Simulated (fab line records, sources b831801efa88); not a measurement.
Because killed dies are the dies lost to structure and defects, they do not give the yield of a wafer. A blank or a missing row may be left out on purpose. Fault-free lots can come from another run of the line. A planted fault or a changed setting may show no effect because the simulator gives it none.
Which tool was responsible? | flow sky130 | Sampling: 12 lots, 36 wafers, 5 of 708 route steps

WHAT THE GAUGES SHOWED, per wafer
SKY_LDD_P_CD_MEAS_07: the cd target is 380 nm. Usual: cd nm reads 379.9 nm (standard deviation 2.8).
lot  | measured     | on        | cd nm (nm)        | flag
L990 | day 19 18:10 | cd sem-02 | 376.5 379.7 376.7 |
L994 | day 21 06:37 | cd sem-02 | 383.0 383.5 384.2 |
L995 | day 21 16:40 | cd sem-02 | 379.6 378.6 378.5 |
L996 | day 21 22:16 | cd sem-01 | 381.4 378.6 379.0 |
L997 | day 22 10:38 | cd sem-02 | 376.5 378.6 377.1 |
L999 | day 23 04:26 | cd sem-02 | 380.5 380.9 378.4 |
L106 | day 26 00:38 | cd sem-01 | 380.4 380.4 381.9 |
L107 | day 26 03:19 | cd sem-01 | 381.0 380.5 378.2 |
L108 | day 26 13:16 | cd sem-02 | 378.2 378.3 377.4 |
L109 | day 26 18:50 | cd sem-02 | 382.9 383.4 380.8 |
L110 | day 27 04:32 | cd sem-01 | 378.8 375.6 375.5 |
L111 | day 27 07:01 | cd sem-02 | 378.9 377.0 378.2 |

SKY_LDD_HVP_OVL_MEAS_07. Usual: LDD_HVP_OVL -0.2 nm, standard deviation 1.6.
lot  | measured     | on         | LDD_HVP_OVL (nm) | flag
L990 | day 22 07:25 | overlay-02 | 1.5 -1.3 1.1     |
L994 | day 23 19:47 | overlay-02 | 0.2 -0.1 0.9     |
L995 | day 24 04:52 | overlay-01 | 1.4 -1.0 -0.1    |
L996 | day 24 11:28 | overlay-01 | 0.3 3.3 0.4      |
L997 | day 24 23:19 | overlay-01 | -1.5 -1.0 -1.4   |
L999 | day 25 16:05 | overlay-01 | -2.1 -0.8 -3.9   |
L106 | day 28 10:38 | overlay-01 | -2.5 -4.9 -1.7   |
L107 | day 28 13:34 | overlay-02 | -2.6 0.5 -1.7    |
L108 | day 28 22:28 | overlay-01 | -1.0 -0.9 -2.2   |
L109 | day 29 04:32 | overlay-02 | 3.6 1.8 0.8      |
L110 | day 29 14:20 | overlay-02 | -1.3 -0.3 -3.1   |
L111 | day 29 16:12 | overlay-02 | 1.1 -0.2 0.0     |

SKY_LDD_HVP_TW_MEAS_10. Usual: LDD_HVP_TW 454.1, standard deviation 2.1.
lot  | measured     | on            | LDD_HVP_TW                          | flag
L990 | day 22 07:42 | film metro-03 | 456.1 456.3 454.3                   |
L994 | day 23 20:05 | film metro-02 | 453.2 455.6 453.9                   |
L995 | day 24 05:09 | film metro-04 | 457.1 456.2 456.1                   |
L996 | day 24 11:46 | film metro-02 | 455.2 451.5 454.6                   |
L997 | day 24 23:37 | film metro-04 | 470.5 473.1 471.3 473.9 471.5 470.9 | OFF
L999 | day 25 16:22 | film metro-03 | 472.0 469.8 471.8 469.9 471.3 472.0 | OFF
L106 | day 28 10:55 | film metro-03 | 454.5 453.6 454.2                   |
L107 | day 28 13:52 | film metro-03 | 456.2 456.8 453.1                   |
L108 | day 28 22:46 | film metro-04 | 452.8 452.7 452.2                   |
L109 | day 29 04:50 | film metro-04 | 453.5 450.4 451.6                   |
L110 | day 29 14:37 | film metro-03 | 454.8 456.1 456.3                   |
L111 | day 29 16:30 | film metro-03 | 457.2 457.7 455.9                   |

WHAT TOOL EACH LOT RAN ON (gives the tool, then ch and the chambers of the sampled wafers, and finally the start)
lot  | SKY_LDD_N_STRIP_16                   | SKY_LDD_HVP_IMPLANT_08
L990 | plasma asher-02 ch 0,1, day 18 11:30 | implanter-01 ch 0, day 22 07:27
L994 | plasma asher-01 ch 0,1, day 20 00:03 | implanter-01 ch 0, day 23 19:52
L995 | plasma asher-04 ch 0,1, day 20 09:57 | implanter-04 ch 0, day 24 04:54
L996 | plasma asher-02 ch 0, day 20 15:42   | implanter-02 ch 0, day 24 11:31
L997 | plasma asher-01 ch 0,1, day 21 04:13 | implanter-01 ch 0, day 24 23:22
L999 | plasma asher-04 ch 0, day 21 21:54   | implanter-01 ch 0, day 25 16:08
L106 | plasma asher-01 ch 0,1, day 24 19:54 | implanter-01 ch 0, day 28 10:41
L107 | plasma asher-04 ch 0,1, day 24 22:06 | implanter-02 ch 0, day 28 13:37
L108 | plasma asher-04 ch 0, day 25 08:24   | implanter-01 ch 0, day 28 22:31
L109 | plasma asher-04 ch 0,1, day 25 13:39 | implanter-01 ch 0, day 29 04:37
L110 | plasma asher-01 ch 0,1, day 25 23:27 | implanter-04 ch 0, day 29 14:23
L111 | plasma asher-01 ch 0,1, day 26 02:05 | implanter-01 ch 0, day 29 16:17
- SKY_LDD_N_STRIP_16: strips in O2/N2.
- SKY_LDD_HVP_IMPLANT_08

AS READ BY THE TOOLS THEMSELVES (means over the sampled wafers that have a number; for cases with no such wafer, the mark the record gives instead)
SKY_LDD_N_STRIP_16. Usual: drypump motor current A 5.7 A, standard deviation 0.38; oes product au 0.407 a.u., standard deviation 0.0043; strip time to endpoint s 4.318 s, standard deviation 0.015.
lot  | tool            | drypump motor current A (A) | oes product au (a.u.) | strip time to endpoint s (s) | flag
L990 | plasma asher-02 | 5.9                         | 0.412                 | 4.332                        |
L994 | plasma asher-01 | 5.7                         | 0.409                 | 4.316                        |
L995 | plasma asher-04 | 5.8                         | 0.410                 | 4.330                        |
L996 | plasma asher-02 | 6.3                         | 0.407                 | 4.330                        |
L997 | plasma asher-01 | 5.6                         | 0.405                 | 4.308                        |
L999 | plasma asher-04 | 6.0                         | 0.409                 | 4.320                        |
L106 | plasma asher-01 | 5.7                         | 0.407                 | 4.301                        |
L107 | plasma asher-04 | 5.7                         | 0.404                 | 4.309                        |
L108 | plasma asher-04 | 6.0                         | 0.412                 | 4.347                        |
L109 | plasma asher-04 | 5.7                         | 0.408                 | 4.313                        |
L110 | plasma asher-01 | 5.6                         | 0.408                 | 4.324                        |
L111 | plasma asher-01 | 5.8                         | 0.407                 | 4.309                        |

SKY_LDD_HVP_IMPLANT_08. Usual: beam energy keV reads 20.000 (standard deviation 0.006).
lot  | tool         | beam energy keV | flag
L990 | implanter-01 | 20.003          |
L994 | implanter-01 | 20.000          |
L995 | implanter-04 | 19.997          |
L996 | implanter-02 | 20.004          |
L997 | implanter-01 | 23.642          | OFF
L999 | implanter-01 | 23.650          | OFF
L106 | implanter-01 | 20.004          |
L107 | implanter-02 | 19.999          |
L108 | implanter-01 | 19.997          |
L109 | implanter-01 | 20.009          |
L110 | implanter-04 | 20.001          |
L111 | implanter-01 | 19.996          |

THE ANSWER, worked out from the rows above alone
Rule: lot off if the mean of its wafers having a number is beyond 3 standard deviations from the usual mean. A lot without any number at a reading at which 4 lots or more have one is off too. Where the step has rows for the other lots, those lots are counted as sound. First the gauges in route order, then the tools' own readings, where a lot's mean is used as printed above. At the first step where some lot is off, the reading lying furthest off is the one used; lots without a number count as furthest.
Off: L997, L999, at SKY_LDD_HVP_TW_MEAS_10 (LDD_HVP_TW).
If a tool, at a process step before that reading, ran all the lots that are off and no sound lot after the first of them, it fits. The gauges at SKY_LDD_HVP_TW_MEAS_10 aren't tried: what is off there is off at SKY_LDD_HVP_IMPLANT_08 too, on other tools, and a gauge's error can't cause that. Not one of the candidates tried fits.

WHAT THE SIMULATOR HAD INSERTED
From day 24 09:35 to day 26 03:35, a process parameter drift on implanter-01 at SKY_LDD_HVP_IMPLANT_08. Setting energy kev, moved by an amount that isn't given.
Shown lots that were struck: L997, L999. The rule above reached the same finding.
